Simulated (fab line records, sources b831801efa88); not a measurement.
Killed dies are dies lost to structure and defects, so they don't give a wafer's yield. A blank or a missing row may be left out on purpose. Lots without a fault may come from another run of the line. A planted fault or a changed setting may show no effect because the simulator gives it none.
Which tool did it? | flow sky130 | 24 lots, 72 wafers sampled, at 6 steps of a route of 708

WHAT THE GAUGES READ, wafer by wafer
SKY_LI_CONTACT_THK_MEAS_23: measures by xrf. Usual: LI_CONTACT_W_THK 414 nm, standard deviation 5.7.
lot  | measured     | on            | LI_CONTACT_W_THK (nm) | flag
L074 | day 30 13:22 | film_metro-04 | 417 413 413           |
L075 | day 30 12:55 | film_metro-02 | 410 409 415           |
L076 | day 30 23:49 | film_metro-04 | 412 420 417           |
L077 | day 31 02:49 | film_metro-03 | 406 409 410           |
L078 | day 31 11:05 | film_metro-04 | 421 417 416           |
L079 | day 31 21:50 | film_metro-02 | 409 415 411           |
L080 | day 32 04:15 | film_metro-03 | 401 402 403           |
L081 | day 32 11:44 | film_metro-02 | 412 413 419           |
L082 | day 32 16:49 | film_metro-04 | 411 423 427           |
L083 | day 32 18:31 | film_metro-04 | 422 422 425           |
L084 | day 33 05:02 | film_metro-02 | 409 423 412           |
L085 | day 33 13:05 | film_metro-04 | 420 426 417           |
L086 | day 34 08:34 | film_metro-04 | 413 416 413           |
L087 | day 34 09:17 | film_metro-02 | 408 421 419           |
L088 | day 34 18:07 | film_metro-03 | 402 404 405           |
L089 | day 34 18:30 | film_metro-02 | 413 409 413           |
L090 | day 34 22:20 | film_metro-04 | 410 411 411           |
L091 | day 35 11:11 | film_metro-02 | 415 412 417           |
L092 | day 35 14:55 | film_metro-03 | 410 405 413           |
L093 | day 36 00:53 | film_metro-04 | 416 415 415           |
L094 | day 36 06:23 | film_metro-03 | 418 405 403           |
L095 | day 36 21:52 | film_metro-04 | 414 415 418           |
L096 | day 37 00:25 | film_metro-04 | 421 421 419           |
L097 | day 37 04:43 | film_metro-02 | 420 417 416           |

SKY_METAL1_OVL_MEAS_16. Usual: METAL1_OVL -2 nm, standard deviation 5.7.
lot  | measured     | on         | METAL1_OVL (nm) | flag
L074 | day 34 05:16 | overlay-02 | 4 8 0           |
L075 | day 34 03:46 | overlay-02 | -5 -9 -6        |
L076 | day 34 14:58 | overlay-01 | -4 -10 -8       |
L077 | day 34 16:44 | overlay-01 | -6 2 1          |
L078 | day 35 02:31 | overlay-01 | -3 -7 -7        |
L079 | day 35 11:41 | overlay-01 | -8 -4 0         |
L080 | day 35 16:25 | overlay-01 | 1 3 1           |
L081 | day 36 01:16 | overlay-02 | -1 4 5          |
L082 | day 36 04:22 | overlay-02 | -1 0 -3         |
L083 | day 36 08:31 | overlay-02 | -3 -7 -3        |
L084 | day 36 20:31 | overlay-01 | -3 -2 -3        |
L085 | day 37 02:14 | overlay-01 | 0 9 5           |
L086 | day 37 23:31 | overlay-02 | -2 -2 6         |
L087 | day 38 00:13 | overlay-01 | -12 -8 -9       |
L088 | day 38 06:09 | overlay-01 | 12 8 8          |
L089 | day 38 07:17 | overlay-02 | 4 6 3           |
L090 | day 38 12:28 | overlay-01 | -6 -6 -6        |
L091 | day 38 23:11 | overlay-02 | 5 0 -1          |
L092 | day 39 02:36 | overlay-02 | 0 -3 -2         |
L093 | day 39 12:32 | overlay-01 | -3 -9 -8        |
L094 | day 39 17:12 | overlay-02 | -5 -9 -10       |
L095 | day 40 08:27 | overlay-01 | -10 -14 -14     |
L096 | day 40 10:49 | overlay-01 | -3 6 2          |
L097 | day 40 14:53 | overlay-01 | -1 -3 2         |

SKY_METAL5_THK_MEAS_06: measures by xrf. Usual: METAL5_ALCU_THK 1161 nm, standard deviation 16.
lot  | measured     | on            | METAL5_ALCU_THK (nm) | flag
L074 | day 44 06:17 | film_metro-02 | 1160 1169 1168       |
L075 | day 44 05:19 | film_metro-02 | 1158 1185 1198       |
L076 | day 44 17:29 | film_metro-04 | 1163 1182 1152       |
L077 | day 44 17:47 | film_metro-04 | 1190 1181 1199       |
L078 | day 45 03:53 | film_metro-01 | 1128 1159 1151       |
L079 | day 45 08:48 | film_metro-01 | 1152 1155 1175       |
L080 | day 45 16:01 | film_metro-01 | 1151 1160 1165       |
L081 | day 45 23:19 | film_metro-02 | 1143 1135 1134       |
L082 | day 46 01:11 | film_metro-04 | 1162 1192 1169       |
L083 | day 46 05:38 | film_metro-02 | 1167 1139 1151       |
L084 | day 46 10:49 | film_metro-04 | 1171 1152 1163       |
L085 | day 46 18:22 | film_metro-04 | 1147 1145 1154       |
L086 | day 47 10:02 | film_metro-01 | 1179 1189 1169       |
L087 | day 47 10:02 | film_metro-02 | 1181 1173 1177       |
L088 | day 47 14:43 | film_metro-04 | 1182 1189 1181       |
L089 | day 47 16:43 | film_metro-01 | 1152 1163 1145       |
L090 | day 47 21:00 | film_metro-01 | 1145 1159 1161       |
L091 | day 48 04:56 | film_metro-02 | 1161 1167 1168       |
L092 | day 48 06:39 | film_metro-04 | 1176 1172 1166       |
L093 | day 48 16:23 | film_metro-01 | 1141 1132 1139       |
L094 | day 48 19:31 | film_metro-04 | 1171 1180 1181       |
L095 | day 49 07:46 | film_metro-01 | 1157 1153 1157       |
L096 | day 49 10:19 | film_metro-02 | 1139 1136 1133       |
L097 | day 49 14:23 | film_metro-01 | 1147 1154 1130       |

WHICH TOOL RAN EACH LOT (tool, then ch and the chambers of the sampled wafers, then the start)
lot  | SKY_PWDE_STRIP_09                   | SKY_LOCAL_INTERCONNECT_STRIP_15      | SKY_METAL4_SPUTTER_04
L074 | plasma_asher-04 ch 0, day 4 08:13   | plasma_asher-02 ch 0,1, day 31 18:43 | pvd_sputter-03, day 41 02:52
L075 | plasma_asher-02 ch 0,1, day 4 08:34 | plasma_asher-02 ch 0,1, day 31 18:22 | pvd_sputter-02, day 41 01:56
L076 | plasma_asher-01 ch 0,1, day 4 15:44 | plasma_asher-03 ch 0,1, day 32 05:29 | pvd_sputter-02, day 41 15:09
L077 | plasma_asher-01 ch 0,1, day 4 18:15 | plasma_asher-03 ch 0,1, day 32 08:15 | pvd_sputter-01, day 41 15:55
L078 | plasma_asher-04 ch 0,1, day 4 23:59 | plasma_asher-02 ch 0,1, day 32 16:32 | pvd_sputter-01, day 42 02:10
L079 | plasma_asher-01 ch 0,1, day 5 08:04 | plasma_asher-03 ch 0,1, day 33 01:43 | pvd_sputter-01, day 42 08:50
L080 | plasma_asher-01 ch 0,1, day 5 11:02 | plasma_asher-03 ch 0,1, day 33 08:16 | pvd_sputter-01, day 42 14:02
L081 | plasma_asher-04 ch 0, day 5 16:50   | plasma_asher-02 ch 1, day 33 16:04   | pvd_sputter-01, day 42 22:44
L082 | plasma_asher-04 ch 0,1, day 6 00:41 | plasma_asher-01 ch 0,1, day 33 21:01 | pvd_sputter-03, day 43 01:22
L083 | plasma_asher-04 ch 1, day 6 01:29   | plasma_asher-03 ch 1, day 33 22:19   | pvd_sputter-03, day 43 06:25
L084 | plasma_asher-04 ch 0,1, day 6 07:49 | plasma_asher-02 ch 0,1, day 34 09:31 | pvd_sputter-02, day 43 12:22
L085 | plasma_asher-04 ch 0,1, day 6 12:10 | plasma_asher-03 ch 0,1, day 34 16:27 | pvd_sputter-02, day 43 19:01
L086 | plasma_asher-01 ch 0,1, day 6 23:41 | plasma_asher-01 ch 0,1, day 35 12:13 | pvd_sputter-03, day 44 14:05
L087 | plasma_asher-02 ch 0,1, day 7 01:56 | plasma_asher-02 ch 0,1, day 35 13:31 | pvd_sputter-01, day 44 13:45
L088 | plasma_asher-04 ch 0,1, day 7 08:20 | plasma_asher-02 ch 0,1, day 35 22:16 | pvd_sputter-03, day 44 18:01
L089 | plasma_asher-04 ch 0,1, day 7 08:41 | plasma_asher-01 ch 0,1, day 35 22:16 | pvd_sputter-03, day 44 19:43
L090 | plasma_asher-02 ch 0,1, day 7 15:01 | plasma_asher-01 ch 0,1, day 36 02:10 | pvd_sputter-01, day 45 01:13
L091 | plasma_asher-04 ch 0,1, day 7 20:46 | plasma_asher-01 ch 0,1, day 36 14:52 | pvd_sputter-03, day 45 09:31
L092 | plasma_asher-01 ch 0,1, day 8 03:08 | plasma_asher-02 ch 0, day 36 20:13   | pvd_sputter-03, day 45 12:15
L093 | plasma_asher-02 ch 0, day 8 06:58   | plasma_asher-03 ch 0,1, day 37 03:52 | pvd_sputter-03, day 45 23:10
L094 | plasma_asher-04 ch 0,1, day 8 15:35 | plasma_asher-03 ch 0,1, day 37 09:22 | pvd_sputter-01, day 46 01:22
L095 | plasma_asher-04 ch 0,1, day 9 04:13 | plasma_asher-01 ch 0,1, day 38 01:13 | pvd_sputter-02, day 46 16:17
L096 | plasma_asher-02 ch 0,1, day 9 06:10 | plasma_asher-03 ch 0,1, day 38 03:40 | pvd_sputter-01, day 46 17:33
L097 | plasma_asher-01 ch 0,1, day 9 10:46 | plasma_asher-02 ch 0,1, day 38 07:57 | pvd_sputter-02, day 46 21:45
- SKY_PWDE_STRIP_09: strips in O2/N2.
- SKY_LOCAL_INTERCONNECT_STRIP_15: strips in O2/N2.
- SKY_METAL4_SPUTTER_04: material TiN, target thk 70 nm, time 58.3 s.

WHAT THE TOOLS THEMSELVES READ (means of the sampled wafers that have a number; where no wafer has one, the mark that the record gives instead)
SKY_PWDE_STRIP_09. Usual: drypump_motor_current_A 5.8 A, standard deviation 0.41; n2_flow_sccm 300.0 sccm, standard deviation 0.99; oes_product_au 0.722 a.u., standard deviation 0.0042; strip_time_to_endpoint_s 36.91 s, standard deviation 0.1.
lot  | tool            | drypump_motor_current_A (A) | n2_flow_sccm (sccm) | oes_product_au (a.u.) | strip_time_to_endpoint_s (s) | flag
L074 | plasma_asher-04 | 6.2                         | 301.2               | 0.725                 | 36.86                        |
L075 | plasma_asher-02 | 6.1                         | 300.3               | 0.722                 | 36.99                        |
L076 | plasma_asher-01 | 5.5                         | 300.5               | 0.720                 | 37.06                        |
L077 | plasma_asher-01 | 5.2                         | 299.9               | 0.725                 | 36.87                        |
L078 | plasma_asher-04 | 5.9                         | 300.6               | 0.724                 | 37.11                        |
L079 | plasma_asher-01 | 5.2                         | 299.1               | 0.720                 | 37.05                        |
L080 | plasma_asher-01 | 5.2                         | 299.2               | 0.720                 | 36.89                        |
L081 | plasma_asher-04 | 6.2                         | 299.5               | 0.722                 | 36.87                        |
L082 | plasma_asher-04 | 6.0                         | 299.5               | 0.722                 | 36.83                        |
L083 | plasma_asher-04 | 5.7                         | 300.3               | 0.718                 | 36.83                        |
L084 | plasma_asher-04 | 6.0                         | 300.2               | 0.722                 | 36.88                        |
L085 | plasma_asher-04 | 6.0                         | 299.7               | 0.724                 | 36.84                        |
L086 | plasma_asher-01 | 5.5                         | 299.2               | 0.722                 | 36.91                        |
L087 | plasma_asher-02 | 6.1                         | 300.0               | 0.718                 | 37.05                        |
L088 | plasma_asher-04 | 6.0                         | 300.1               | 0.721                 | 36.90                        |
L089 | plasma_asher-04 | 6.0                         | 300.6               | 0.719                 | 36.87                        |
L090 | plasma_asher-02 | 6.1                         | 299.7               | 0.721                 | 36.82                        |
L091 | plasma_asher-04 | 5.8                         | 301.2               | 0.724                 | 36.90                        |
L092 | plasma_asher-01 | 5.5                         | 299.3               | 0.721                 | 36.82                        |
L093 | plasma_asher-02 | 5.7                         | 299.0               | 0.723                 | 37.00                        |
L094 | plasma_asher-04 | 5.8                         | 300.4               | 0.728                 | 36.79                        |
L095 | plasma_asher-04 | 5.9                         | 301.5               | 0.724                 | 36.83                        |
L096 | plasma_asher-02 | 5.9                         | 299.1               | 0.721                 | 36.91                        |
L097 | plasma_asher-01 | 5.5                         | 299.8               | 0.728                 | 36.98                        |

SKY_LOCAL_INTERCONNECT_STRIP_15. Usual: drypump_motor_current_A 5.7 A, standard deviation 0.38; n2_flow_sccm 300.0 sccm, standard deviation 0.86; oes_product_au 0.426 a.u., standard deviation 0.0043; strip_time_to_endpoint_s 4.710 s, standard deviation 0.017.
lot  | tool            | drypump_motor_current_A (A) | n2_flow_sccm (sccm) | oes_product_au (a.u.) | strip_time_to_endpoint_s (s) | flag
L074 | plasma_asher-02 | 5.9                         | 299.9               | 0.429                 | 4.727                        |
L075 | plasma_asher-02 | 6.1                         | 299.0               | 0.427                 | 4.707                        |
L076 | plasma_asher-03 | 5.7                         | 300.1               | 0.423                 | 4.700                        |
L077 | plasma_asher-03 | 5.7                         | 299.2               | 0.425                 | 4.702                        |
L078 | plasma_asher-02 | 5.9                         | 299.5               | 0.426                 | 4.706                        |
L079 | plasma_asher-03 | 5.7                         | 299.2               | 0.425                 | 4.697                        |
L080 | plasma_asher-03 | 5.6                         | 300.8               | 0.429                 | 4.724                        |
L081 | plasma_asher-02 | 6.3                         | 299.8               | 0.424                 | 4.695                        |
L082 | plasma_asher-01 | 5.2                         | 300.6               | 0.426                 | 4.707                        |
L083 | plasma_asher-03 | 5.6                         | 300.0               | 0.430                 | 4.694                        |
L084 | plasma_asher-02 | 6.2                         | 298.9               | 0.425                 | 4.699                        |
L085 | plasma_asher-03 | 5.6                         | 301.0               | 0.425                 | 4.710                        |
L086 | plasma_asher-01 | 5.2                         | 300.4               | 0.428                 | 4.713                        |
L087 | plasma_asher-02 | 5.9                         | 299.6               | 0.425                 | 4.724                        |
L088 | plasma_asher-02 | 5.9                         | 299.4               | 0.427                 | 4.697                        |
L089 | plasma_asher-01 | 5.2                         | 299.7               | 0.425                 | 4.727                        |
L090 | plasma_asher-01 | 5.5                         | 300.8               | 0.425                 | 4.717                        |
L091 | plasma_asher-01 | 5.2                         | 299.6               | 0.425                 | 4.716                        |
L092 | plasma_asher-02 | 5.7                         | 299.2               | 0.425                 | 4.700                        |
L093 | plasma_asher-03 | 5.6                         | 300.7               | 0.428                 | 4.707                        |
L094 | plasma_asher-03 | 5.6                         | 300.3               | 0.430                 | 4.719                        |
L095 | plasma_asher-01 | 5.2                         | 299.3               | 0.424                 | 4.719                        |
L096 | plasma_asher-03 | 5.7                         | 300.7               | 0.425                 | 4.714                        |
L097 | plasma_asher-02 | 5.9                         | 301.1               | 0.430                 | 4.714                        |

SKY_METAL4_SPUTTER_04. Usual: chamber_pressure_pa 0.4001 Pa, standard deviation 0.00083; throttle_valve_pct 30.1 %, standard deviation 1.
lot  | tool           | chamber_pressure_pa (Pa) | throttle_valve_pct (%) | flag
L074 | pvd_sputter-03 | 0.4006                   | 29.5                   |
L075 | pvd_sputter-02 | 0.4010                   | 30.2                   |
L076 | pvd_sputter-02 | 0.4003                   | 30.3                   |
L077 | pvd_sputter-01 | 0.4006                   | 29.7                   |
L078 | pvd_sputter-01 | 0.4000                   | 30.2                   |
L079 | pvd_sputter-01 | 0.4000                   | 30.7                   |
L080 | pvd_sputter-01 | 0.3997                   | 30.2                   |
L081 | pvd_sputter-01 | 0.4001                   | 29.3                   |
L082 | pvd_sputter-03 | 0.4008                   | 30.4                   |
L083 | pvd_sputter-03 | 0.4002                   | 30.0                   |
L084 | pvd_sputter-02 | 0.4002                   | 30.0                   |
L085 | pvd_sputter-02 | 0.4012                   | 30.5                   |
L086 | pvd_sputter-03 | 0.3995                   | 30.5                   |
L087 | pvd_sputter-01 | 0.4003                   | 29.3                   |
L088 | pvd_sputter-03 | 0.3995                   | 30.8                   |
L089 | pvd_sputter-03 | 0.4008                   | 31.1                   |
L090 | pvd_sputter-01 | 0.4007                   | 30.2                   |
L091 | pvd_sputter-03 | 0.4000                   | 30.2                   |
L092 | pvd_sputter-03 | 0.4006                   | 30.0                   |
L093 | pvd_sputter-03 | 0.4002                   | 29.3                   |
L094 | pvd_sputter-01 | 0.3995                   | 31.1                   |
L095 | pvd_sputter-02 | 0.4005                   | 29.6                   |
L096 | pvd_sputter-01 | 0.3996                   | 29.7                   |
L097 | pvd_sputter-02 | 0.4000                   | 30.3                   |

THE ANSWER, worked out from the rows above alone
Rule: a lot is off if the mean of its wafers that have a number lies more than 3 standard deviations from the usual mean. A lot without any number at a reading at which 4 lots or more have one is off too. The other lots that the step has rows for count as sound. The gauges are gone through in route order, then the tools' own readings, and for those a lot's mean is taken as printed above. The first step at which some lot is off is used, and at that step the reading that is off furthest; a lot without a number counts as furthest.
No lot is off at any reading shown: from this, nothing can be told.

WHAT THE SIMULATOR HAD PUT IN
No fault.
